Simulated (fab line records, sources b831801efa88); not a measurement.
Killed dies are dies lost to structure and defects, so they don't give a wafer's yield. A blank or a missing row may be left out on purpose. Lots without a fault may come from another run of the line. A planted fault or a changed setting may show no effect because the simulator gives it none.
fab line records | flow sky130
record lots=24 wafers=72 last_day=50
route steps=708 shown FIELD_ISO@5 VT_ADJUST_HVTP@92 VT_ADJUST_NCORE@130 POLY_CUT@315 LI_CONTACT@375 CONTACT@411
lots that met no fault: from a run of the same line without faults
start_h: hours from the record's first day to the start of the lot's first wafer shown | wait_h: hours since the lot's step before | " the same as in the row above | L1.1+2: a row that stands for several wafers | - no value, or no start given | * or withheld: withheld | < > ~ a bound
route shown NAME@n: a module of which the file shows steps, and the number in the route of the first | usual: mean/standard deviation of fault-free wafers | same: alike in all rows | chamber/n: place in a boat | sites: the reading at each site | _std_site: their standard deviation | _edge_site: outer sites' mean less inner sites' | radius_mm: how far each site lies from the wafer's centre | mask NAME#n: copy n | behind: the tool/chamber that last shaped the wafer | hold: why the lot was held/for how many hours/how that ended | device: the transistor (n, p or np) that didn't switch | end of line: the same wafers' tests at the end of the route | a step without rows: its recipe alone | killed: dies lost to structure and defects at the first sort, not the wafer's yield | map: a wafer's dies, x killed, . not, _ none there
set.NAME: the setting as run; set.NAME@STEP: as run at that earlier step | model.NAME: the simulator's own value behind a step, which no gauge read
steps of the route over a sample of lots; a table a step, a row a wafer
## steps
# step SKY_FIELD_ISO_THK_MEAS_04
# recipe reads=Si3N4_of_FIELD_ISO_CVD_03
# usual FIELD_ISO_CVD_03_THK=161.8/1.3
# columns lot.wafer tool chamber start_h wait_h FIELD_ISO_CVD_03_THK[nm]
L074.1 film_metro-04 - 13.85 0.0 162.7
L074.4 " - " " 162.6
L074.6 " - " " 161.9
L075.2 film_metro-04 - 19.50 0.0 161.9
L075.4 " - " " 160.9
L075.5 " - " " 161.0
L076.2 film_metro-02 - 24.53 0.0 162.0
L076.3 " - " " 162.4
L076.5 " - " " 161.2
L077.2 film_metro-04 - 28.55 0.0 161.2
L077.4 " - " " 161.5
L077.5 " - " " 161.4
L078.1 film_metro-02 - 34.10 0.0 162.7
L078.2 " - " " 162.1
L078.3 " - " " 162.3
L079.2 film_metro-04 - 39.62 0.0 160.1
L079.4 " - " " 160.6
L079.6 " - " " 160.9
L080.2 film_metro-03 - 44.86 0.0 163.7
L080.3 " - " " 163.7
L080.6 " - " " 164.2
L081.2 film_metro-03 - 49.53 0.0 163.4
L081.3 " - " " 162.2
L081.6 " - " " 161.9
L082.1 film_metro-04 - 55.97 0.0 161.0
L082.3 " - " " 160.4
L082.6 " - " " 163.2
L083.2 film_metro-04 - 62.95 0.0 159.8
L083.3 " - " " 158.8
L083.4 " - " " 160.3
L084.1 film_metro-03 - 68.38 0.0 163.1
L084.2 " - " " 161.5
L084.5 " - " " 162.9
L085.1 film_metro-04 - 72.78 0.0 160.8
L085.2 " - " " 161.2
L085.4 " - " " 162.3
L086.3 film_metro-03 - 75.64 0.0 161.2
L086.5 " - " " 159.7
L086.6 " - " " 159.9
L087.1 film_metro-02 - 78.76 0.0 162.1
L087.2 " - " " 163.3
L087.4 " - " " 163.2
L088.2 film_metro-02 - 84.12 0.0 161.4
L088.3 " - " " 161.3
L088.6 " - " " 162.2
L089.1 film_metro-04 - 88.48 0.0 162.6
L089.4 " - " " 161.6
L089.5 " - " " 160.0
L090.1 film_metro-04 - 94.10 0.0 162.1
L090.2 " - " " 161.6
L090.6 " - " " 162.6
L091.2 film_metro-03 - 100.23 0.0 160.1
L091.3 " - " " 160.4
L091.5 " - " " 159.9
L092.1 film_metro-02 - 104.30 0.0 162.0
L092.2 " - " " 162.0
L092.4 " - " " 161.8
L093.2 film_metro-04 - 109.98 0.0 161.4
L093.5 " - " " 163.2
L093.6 " - " " 162.1
L094.1 film_metro-04 - 114.17 0.0 160.5
L094.2 " - " " 160.0
L094.4 " - " " 159.6
L095.2 film_metro-03 - 120.70 0.0 163.0
L095.3 " - " " 163.5
L095.4 " - " " 164.7
L096.2 film_metro-04 - 128.35 0.0 162.1
L096.4 " - " " 162.3
L096.6 " - " " 160.4
L097.2 film_metro-04 - 130.14 0.0 163.2
L097.5 " - " " 163.3
L097.6 " - " " 163.7
# step SKY_VT_ADJUST_HVTP_CD_MEAS_07
# recipe target_cd_nm=380
# usual cd_nm=380.2/2.4
# columns lot.wafer tool chamber start_h wait_h cd_nm
L074.1 cd_sem-02 - 122.70 0.1 379.8
L074.4 " - " " 376.3
L074.6 " - " " 377.5
L075.2 cd_sem-02 - 130.72 0.1 378.1
L075.4 " - " " 373.6
L075.5 " - " " 377.0
L076.2 cd_sem-02 - 132.44 0.1 376.7
L076.3 " - " " 378.1
L076.5 " - " " 377.4
L077.2 cd_sem-01 - 141.42 0.1 375.1
L077.4 " - " " 378.0
L077.5 " - " " 376.7
L078.1 cd_sem-01 - 162.52 0.1 386.1
L078.2 " - " " 382.2
L078.3 " - " " 382.5
L079.2 cd_sem-02 - 167.97 0.1 380.8
L079.4 " - " " 383.8
L079.6 " - " " 381.4
L080.2 cd_sem-02 - 168.61 0.1 382.4
L080.3 " - " " 382.9
L080.6 " - " " 380.1
L081.2 cd_sem-01 - 175.57 0.1 384.9
L081.3 " - " " 384.9
L081.6 " - " " 383.6
L082.1 cd_sem-02 - 176.45 0.1 377.7
L082.3 " - " " 379.9
L082.6 " - " " 379.8
L083.2 cd_sem-02 - 184.67 0.1 380.7
L083.3 " - " " 381.4
L083.4 " - " " 381.8
L084.1 cd_sem-02 - 193.42 0.1 381.6
L084.2 " - " " 380.8
L084.5 " - " " 383.6
L085.1 cd_sem-01 - 199.40 0.1 378.2
L085.2 " - " " 382.0
L085.4 " - " " 382.1
L086.3 cd_sem-01 - 206.36 0.1 380.7
L086.5 " - " " 379.6
L086.6 " - " " 381.8
L087.1 cd_sem-01 - 209.34 0.1 380.3
L087.2 " - " " 380.1
L087.4 " - " " 383.5
L088.2 cd_sem-02 - 212.36 0.1 380.8
L088.3 " - " " 378.6
L088.6 " - " " 379.6
L089.1 cd_sem-02 - 216.79 0.1 379.1
L089.4 " - " " 378.0
L089.5 " - " " 378.8
L090.1 cd_sem-01 - 224.64 0.1 378.9
L090.2 " - " " 376.7
L090.6 " - " " 377.7
L091.2 cd_sem-01 - 230.82 0.1 378.6
L091.3 " - " " 381.1
L091.5 " - " " 381.6
L092.1 cd_sem-02 - 237.77 0.1 380.4
L092.2 " - " " 378.6
L092.4 " - " " 377.8
L093.2 cd_sem-02 - 243.02 0.1 380.2
L093.5 " - " " 380.9
L093.6 " - " " 377.4
L094.1 cd_sem-01 - 254.15 0.1 380.1
L094.2 " - " " 378.5
L094.4 " - " " 378.5
L095.2 cd_sem-01 - 263.74 0.1 382.9
L095.3 " - " " 383.5
L095.4 " - " " 383.6
L096.2 cd_sem-02 - 268.02 0.1 383.7
L096.4 " - " " 382.4
L096.6 " - " " 383.8
L097.2 cd_sem-02 - 268.66 0.1 380.1
L097.5 " - " " 377.6
L097.6 " - " " 378.4
# step SKY_VT_ADJUST_NCORE_TW_MEAS_11
# usual VT_ADJUST_NCORE_TW=220.5/0.92
# columns lot.wafer tool chamber start_h wait_h VT_ADJUST_NCORE_TW
L074.1 film_metro-03 - 184.90 0.1 219.1
L074.4 " - " " 220.5
L074.6 " - " " 219.4
L075.2 film_metro-02 - 192.58 0.1 218.9
L075.4 " - " " 220.9
L075.5 " - " " 220.8
L076.2 film_metro-03 - 195.26 0.1 220.2
L076.3 " - " " 220.2
L076.5 " - " " 220.6
L077.2 film_metro-02 - 205.78 0.1 222.2
L077.4 " - " " 220.3
L077.5 " - " " 221.1
L078.1 film_metro-04 - 228.40 0.1 222.9
L078.2 " - " " 220.8
L078.3 " - " " 221.6
L079.2 film_metro-03 - 233.98 0.1 218.8
L079.4 " - " " 219.2
L079.6 " - " " 221.0
L080.2 film_metro-04 - 234.88 0.1 222.4
L080.3 " - " " 221.6
L080.6 " - " " 220.1
L081.2 film_metro-03 - 242.26 0.1 219.1
L081.3 " - " " 221.4
L081.6 " - " " 219.5
L082.1 film_metro-02 - 242.55 0.1 220.9
L082.3 " - " " 221.1
L082.6 " - " " 222.2
L083.2 film_metro-03 - 253.51 0.1 218.7
L083.3 " - " " 220.5
L083.4 " - " " 218.9
L084.1 film_metro-03 - 262.19 0.1 219.5
L084.2 " - " " 220.2
L084.5 " - " " 219.8
L085.1 film_metro-04 - 268.22 0.1 219.2
L085.2 " - " " 221.0
L085.4 " - " " 220.0
L086.3 film_metro-04 - 276.64 0.1 219.1
L086.5 " - " " 219.0
L086.6 " - " " 220.2
L087.1 film_metro-02 - 278.92 0.1 220.8
L087.2 " - " " 221.4
L087.4 " - " " 221.0
L088.2 film_metro-04 - 281.61 0.1 220.1
L088.3 " - " " 220.2
L088.6 " - " " 220.0
L089.1 film_metro-02 - 286.87 0.1 220.7
L089.4 " - " " 222.3
L089.5 " - " " 220.3
L090.1 film_metro-02 - 292.64 0.1 220.1
L090.2 " - " " 219.9
L090.6 " - " " 221.3
L091.2 film_metro-04 - 301.85 0.1 220.4
L091.3 " - " " 219.3
L091.5 " - " " 219.5
L092.1 film_metro-02 - 309.54 0.1 221.1
L092.2 " - " " 220.9
L092.4 " - " " 221.0
L093.2 film_metro-03 - 317.28 0.1 221.0
L093.5 " - " " 218.6
L093.6 " - " " 221.4
L094.1 film_metro-04 - 327.74 0.1 221.1
L094.2 " - " " 219.4
L094.4 " - " " 220.0
L095.2 film_metro-02 - 338.73 0.1 221.3
L095.3 " - " " 220.4
L095.4 " - " " 221.6
L096.2 film_metro-04 - 344.38 0.1 221.8
L096.4 " - " " 221.0
L096.6 " - " " 221.6
L097.2 film_metro-04 - 344.90 0.1 220.1
L097.5 " - " " 220.2
L097.6 " - " " 221.8
# step SKY_POLY_CUT_CD_MEAS_08
# recipe target_cd_nm=270
# usual cd_nm=269.7/1.5
# columns lot.wafer tool chamber start_h wait_h cd_nm
L075.2 cd_sem-02 - 591.15 - 272.0
L075.4 " - " " 272.2
L075.5 " - " " 271.5
L074.1 cd_sem-02 - 593.15 - 270.3
L074.4 " - " " 270.2
L074.6 " - " " 270.1
L076.2 cd_sem-01 - 593.20 - 268.8
L076.3 " - " " 268.8
L076.5 " - " " 269.2
L077.2 cd_sem-01 - 595.55 - 269.4
L077.4 " - " " 267.0
L077.5 " - " " 269.6
L078.1 cd_sem-02 - 608.95 - 270.1
L078.2 " - " " 268.5
L078.3 " - " " 269.9
L079.2 cd_sem-01 - 620.51 - 271.2
L079.4 " - " " 271.2
L079.6 " - " " 271.9
L080.2 cd_sem-01 - 627.16 - 270.9
L080.3 " - " " 269.5
L080.6 " - " " 269.0
L081.2 cd_sem-02 - 629.66 - 268.6
L081.3 " - " " 270.3
L081.6 " - " " 268.0
L082.1 cd_sem-01 - 629.99 - 268.5
L082.3 " - " " 268.3
L082.6 " - " " 267.9
L083.2 cd_sem-01 - 642.82 - 271.2
L083.3 " - " " 270.9
L083.4 " - " " 271.6
L084.1 cd_sem-02 - 655.53 - 271.5
L084.2 " - " " 270.9
L084.5 " - " " 272.3
L085.1 cd_sem-02 - 657.58 - 270.1
L085.2 " - " " 270.4
L085.4 " - " " 269.5
L086.3 cd_sem-02 - 666.88 - 272.5
L086.5 " - " " 269.0
L086.6 " - " " 272.0
L087.1 cd_sem-02 - 671.34 - 270.2
L087.2 " - " " 270.2
L087.4 " - " " 269.0
L088.2 cd_sem-02 - 682.41 - 270.1
L088.3 " - " " 269.8
L088.6 " - " " 270.1
L089.1 cd_sem-02 - 684.30 - 270.6
L089.4 " - " " 268.4
L089.5 " - " " 269.2
L090.1 cd_sem-01 - 689.03 - 265.8
L090.2 " - " " 264.5
L090.6 " - " " 266.2
L091.2 cd_sem-01 - 698.91 - 268.1
L091.3 " - " " 268.7
L091.5 " - " " 268.0
L092.1 cd_sem-02 - 710.79 - 269.3
L092.2 " - " " 269.1
L092.4 " - " " 271.0
L093.2 cd_sem-02 - 716.30 - 269.6
L093.5 " - " " 270.0
L093.6 " - " " 269.9
L094.1 cd_sem-01 - 730.05 - 271.2
L094.2 " - " " 271.6
L094.4 " - " " 270.8
L095.2 cd_sem-02 - 740.75 - 268.3
L095.3 " - " " 268.6
L095.4 " - " " 268.2
L097.2 cd_sem-01 - 743.15 - 268.7
L097.5 " - " " 270.2
L097.6 " - " " 268.3
L096.2 cd_sem-02 - 745.36 - 268.7
L096.4 " - " " 269.2
L096.6 " - " " 269.2
# step SKY_LI_CONTACT_OVL_MEAS_13
# usual LI_CONTACT_OVL=-4/5.6
# columns lot.wafer tool chamber start_h wait_h LI_CONTACT_OVL[nm]
L075.2 overlay-02 - 709.67 0.1 -9
L075.4 " - " " -6
L075.5 " - " " -1
L074.1 overlay-01 - 711.77 0.1 12
L074.4 " - " " 6
L074.6 " - " " 4
L076.2 overlay-02 - 711.87 0.1 -4
L076.3 " - " " 1
L076.5 " - " " 1
L077.2 overlay-02 - 713.77 0.1 -2
L077.4 " - " " 1
L077.5 " - " " 3
L078.1 overlay-01 - 723.90 0.1 -5
L078.2 " - " " -6
L078.3 " - " " -7
L079.2 overlay-02 - 736.07 0.1 -1
L079.4 " - " " -4
L079.6 " - " " 1
L080.2 overlay-02 - 742.22 0.1 6
L080.3 " - " " -9
L080.6 " - " " 8
L081.2 overlay-01 - 744.82 0.1 -4
L081.3 " - " " -13
L081.6 " - " " -4
L082.1 overlay-02 - 745.55 0.1 -2
L082.3 " - " " -4
L082.6 " - " " 2
L083.2 overlay-02 - 755.78 0.1 -5
L083.3 " - " " -9
L083.4 " - " " -2
L084.1 overlay-02 - 769.22 0.1 -4
L084.2 " - " " -5
L084.5 " - " " -8
L085.1 overlay-01 - 773.20 0.1 -7
L085.2 " - " " -11
L085.4 " - " " -9
L086.3 overlay-02 - 778.48 0.1 -6
L086.5 " - " " -5
L086.6 " - " " -3
L087.1 overlay-01 - 783.07 0.1 0
L087.2 " - " " -11
L087.4 " - " " -2
L088.2 overlay-02 - 794.22 0.1 -2
L088.3 " - " " -4
L088.6 " - " " -4
L089.1 overlay-01 - 796.07 0.1 -5
L089.4 " - " " -3
L089.5 " - " " -12
L090.1 overlay-01 - 801.12 0.1 -8
L090.2 " - " " -16
L090.6 " - " " -9
L091.2 overlay-02 - 808.87 0.1 4
L091.3 " - " " -10
L091.5 " - " " -4
L092.1 overlay-02 - 821.07 0.1 -5
L092.2 " - " " -3
L092.4 " - " " -4
L093.2 overlay-02 - 828.03 0.1 -4
L093.5 " - " " -7
L093.6 " - " " -4
L094.1 overlay-02 - 840.26 0.1 1
L094.2 " - " " -2
L094.4 " - " " -3
L095.2 overlay-02 - 849.73 0.1 -3
L095.3 " - " " -5
L095.4 " - " " -2
L097.2 overlay-01 - 852.63 0.1 -10
L097.5 " - " " -9
L097.6 " - " " -7
L096.2 overlay-02 - 856.68 0.1 -4
L096.4 " - " " -1
L096.6 " - " " -3
# step SKY_CONTACT_BOW_MEAS_05
# recipe mode=bow
# usual CONTACT_BOW=80/7.1
# columns lot.wafer tool chamber start_h wait_h CONTACT_BOW[um]
L075.2 film_metro-03 - 739.78 0.3 80
L075.4 " - " " 72
L075.5 " - " " 84
L074.1 film_metro-04 - 742.02 0.2 74
L074.4 " - " " 82
L074.6 " - " " 71
L076.2 film_metro-02 - 742.35 0.2 71
L076.3 " - " " 83
L076.5 " - " " 90
L077.2 film_metro-04 - 744.54 0.2 87
L077.4 " - " " 84
L077.5 " - " " 71
L078.1 film_metro-02 - 755.28 0.1 84
L078.2 " - " " 82
L078.3 " - " " 74
L079.2 film_metro-02 - 765.69 0.3 75
L079.4 " - " " 72
L079.6 " - " " 82
L080.2 film_metro-03 - 772.81 0.1 85
L080.3 " - " " 73
L080.6 " - " " 81
L081.2 film_metro-04 - 775.64 0.3 83
L081.3 " - " " 66
L081.6 " - " " 80
L082.1 film_metro-03 - 776.24 0.2 94
L082.3 " - " " 74
L082.6 " - " " 80
L083.2 film_metro-02 - 786.72 0.3 83
L083.3 " - " " 72
L083.4 " - " " 90
L084.1 film_metro-02 - 798.65 0.1 87
L084.2 " - " " 82
L084.5 " - " " 86
L085.1 film_metro-04 - 803.45 0.1 71
L085.2 " - " " 75
L085.4 " - " " 76
L086.3 film_metro-03 - 807.68 0.2 67
L086.5 " - " " 73
L086.6 " - " " 80
L087.1 film_metro-04 - 812.38 0.2 80
L087.2 " - " " 72
L087.4 " - " " 73
L088.2 film_metro-02 - 824.02 0.2 87
L088.3 " - " " 84
L088.6 " - " " 96
L089.1 film_metro-02 - 825.54 0.2 79
L089.4 " - " " 76
L089.5 " - " " 84
L090.1 film_metro-03 - 830.44 0.1 91
L090.2 " - " " 94
L090.6 " - " " 86
L091.2 film_metro-02 - 838.06 0.2 71
L091.3 " - " " 79
L091.5 " - " " 76
L092.1 film_metro-03 - 850.22 0.1 90
L092.2 " - " " 87
L092.4 " - " " 82
L093.2 film_metro-02 - 857.32 0.2 75
L093.5 " - " " 75
L093.6 " - " " 77
L094.1 film_metro-04 - 870.17 0.1 92
L094.2 " - " " 72
L094.4 " - " " 91
L095.2 film_metro-04 - 879.90 0.2 92
L095.3 " - " " 97
L095.4 " - " " 79
L097.2 film_metro-03 - 882.24 0.2 94
L097.5 " - " " 77
L097.6 " - " " 80
L096.2 film_metro-02 - 886.14 0.2 78
L096.4 " - " " 81
L096.6 " - " " 86
## key
fault none
